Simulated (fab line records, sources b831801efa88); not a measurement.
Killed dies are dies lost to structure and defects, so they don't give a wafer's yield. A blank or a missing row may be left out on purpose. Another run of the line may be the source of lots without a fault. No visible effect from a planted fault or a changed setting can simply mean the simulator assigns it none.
Which tool is to blame? -- flow sky130 -- 11 lots with 33 wafers sampled at 4 steps, on a route of 708 steps

WHAT EACH GAUGE READ, for each wafer
SKY_METAL1_OVL_MEAS_16. Usual: for METAL1_OVL the level is -1 nm and the standard deviation is 4.3.
lot,measured,on,METAL1_OVL (nm),flag
L975,day 33 06:09,overlay-01,5 1 -2,
L976,day 33 06:34,overlay-01,3 -1 -1,
L978,day 34 06:37,overlay-02,5 8 6,
L979,day 34 17:01,overlay-02,-2 4 3,
L980,day 34 20:35,overlay-01,5 1 8,
L991,day 38 15:52,overlay-02,2 -6 -6,
L993,day 38 16:46,overlay-02,0 -4 -10,
L992,day 38 17:40,overlay-01,-3 -6 1,
L997,day 39 21:07,overlay-02,-3 1 5,

WHICH TOOL RAN EACH LOT (tool, then ch and the chambers of the sampled wafers, then the start)
lot,SKY_CONTACT_ETCH_18,SKY_CONTACT_STRIP_19,SKY_CONTACT_CVD_24
L975,"rie diel-02 ch 0,1,2, day 32 00:00","plasma asher-03 ch 0,1, day 32 01:01","cvd w-02 ch 0,1, day 32 01:44"
L976,"rie diel-01 ch 0,1,3, day 32 02:00","plasma asher-02 ch 0,1, day 32 02:04","cvd w-01 ch 0,1, day 32 02:43"
L978,"rie diel-02 ch 0,1,2, day 33 02:00","plasma asher-02 ch 0,1, day 33 02:28","cvd w-02 ch 0,1, day 33 03:08"
L979,"rie diel-01 ch 1,3, day 33 13:00","plasma asher-03 ch 1, day 33 13:50","cvd w-02 ch 1, day 33 14:29"
L980,"rie diel-01 ch 0,3, day 33 16:00","plasma asher-02 ch 0,1, day 33 16:11","cvd w-01 ch 0,1, day 33 16:51"
L981,"rie diel-04 ch 1,2,3, day 33 19:00","plasma asher-04 ch 0,1, day 33 19:40","cvd w-02 ch 0,1, day 33 20:19"
L982,"rie diel-02 ch 1,2,3, day 34 06:00","plasma asher-02 ch 0,1, day 34 06:19","cvd w-01 ch 0,1, day 34 06:58"
L991,"rie diel-04 ch 0,1,2, day 37 12:00","plasma asher-03 ch 0,1, day 37 12:53","cvd w-02 ch 0,1, day 37 13:33"
L993,"rie diel-04 ch 1,3, day 37 14:00","plasma asher-02 ch 1, day 37 14:08","cvd w-02 ch 0,1, day 37 14:48"
L992,"rie diel-02 ch 0,2,3, day 37 15:00","plasma asher-04 ch 0,1, day 37 15:05","cvd w-01 ch 0,1, day 37 15:45"
L997,"rie diel-04 ch 1,2,3, day 38 18:00","plasma asher-03 ch 0,1, day 38 18:52","cvd w-01 ch 0,1, day 38 19:32"
- SKY_CONTACT_ETCH_18: etches Si3N4 in CHF3/O2, stops on TiN, time 39 s, target depth 75 nm.
- SKY_CONTACT_STRIP_19: strips in O2/N2.
- SKY_CONTACT_CVD_24: deposits W, target thk 340 nm, time 102.12 s.

WHAT THE TOOLS THEMSELVES READ (means of the sampled wafers that have a number; where no wafer has one, the mark that the record gives instead)
SKY_CONTACT_ETCH_18. Usual: O2_flow_sccm 4.999 sccm, standard deviation 0.015; bias w 200.0 W, standard deviation 0.63; drypump motor current A 5.6 A, standard deviation 0.37; oes product au 0.855 a.u., standard deviation 0.0076; throttle valve pct 8.793 %, standard deviation 0.0083.
lot,tool,O2_flow_sccm (sccm),bias w (W),drypump motor current A (A),oes product au (a.u.),throttle valve pct (%),flag
L975,rie diel-02,4.991,199.8,5.6,0.856,8.794,
L976,rie diel-01,5.001,199.7,5.6,0.853,8.796,
L978,rie diel-02,4.998,199.9,5.6,0.867,8.797,
L979,rie diel-01,5.002,199.6,5.5,0.858,8.798,
L980,rie diel-01,5.003,199.5,5.7,0.862,8.789,
L981,rie diel-04,-,-,-,-,-,OFF
L982,rie diel-02,-,-,-,-,-,OFF
L991,rie diel-04,5.016,200.1,5.2,0.854,8.791,
L993,rie diel-04,5.011,200.3,5.2,0.862,8.793,
L992,rie diel-02,4.985,200.0,5.4,0.855,8.789,
L997,rie diel-04,4.980,199.5,5.3,0.849,8.792,

SKY_CONTACT_STRIP_19. Usual: drypump motor current A 6.12 A, standard deviation 0.17; oes product au 0.380 a.u., standard deviation 0.005; strip time to endpoint s 3.619 s, standard deviation 0.028.
lot,tool,drypump motor current A (A),oes product au (a.u.),strip time to endpoint s (s),flag
L975,plasma asher-03,6.34,0.377,3.608,
L976,plasma asher-02,6.02,0.383,3.609,
L978,plasma asher-02,6.11,0.385,3.623,
L979,plasma asher-03,6.09,0.377,3.651,
L980,plasma asher-02,6.10,0.381,3.655,
L981,plasma asher-04,6.03,0.419,4.464,OFF
L982,plasma asher-02,6.11,0.417,4.501,OFF
L991,plasma asher-03,6.22,0.378,3.609,
L993,plasma asher-02,6.12,0.379,3.598,
L992,plasma asher-04,6.18,0.382,3.598,
L997,plasma asher-03,6.32,0.383,3.645,

SKY_CONTACT_CVD_24. Usual: heater power w reads 883 W (standard deviation 130).
lot,tool,heater power w (W),flag
L975,cvd w-02,738,
L976,cvd w-01,1005,
L978,cvd w-02,752,
L979,cvd w-02,719,
L980,cvd w-01,1015,
L981,cvd w-02,777,
L982,cvd w-01,1013,
L991,cvd w-02,796,
L993,cvd w-02,796,
L992,cvd w-01,1012,
L997,cvd w-01,1023,

THE ANSWER, worked out from the rows above alone
Rule: take the mean of a lot's wafers that have a number; if it is more than 3 standard deviations from the usual mean, the lot is off. A lot without any number at a reading at which 4 lots or more have one is off too. Where the step has rows for the other lots, those lots are counted as sound. The gauges are gone through in route order, then the tools' own readings, and for those a lot's mean is taken as printed above. The first step at which some lot is off is used, and at that step the reading that is off furthest; a lot without a number counts as furthest.
Off: L981, L982, at SKY_CONTACT_ETCH_18 (O2_flow_sccm). Without a number there: L981, L982.
A tool fits if, at that step or a process step before it, it ran every lot that is off, and no sound lot after the first of them. No candidate that was tried fits.

WHAT WAS PUT IN BY THE SIMULATOR
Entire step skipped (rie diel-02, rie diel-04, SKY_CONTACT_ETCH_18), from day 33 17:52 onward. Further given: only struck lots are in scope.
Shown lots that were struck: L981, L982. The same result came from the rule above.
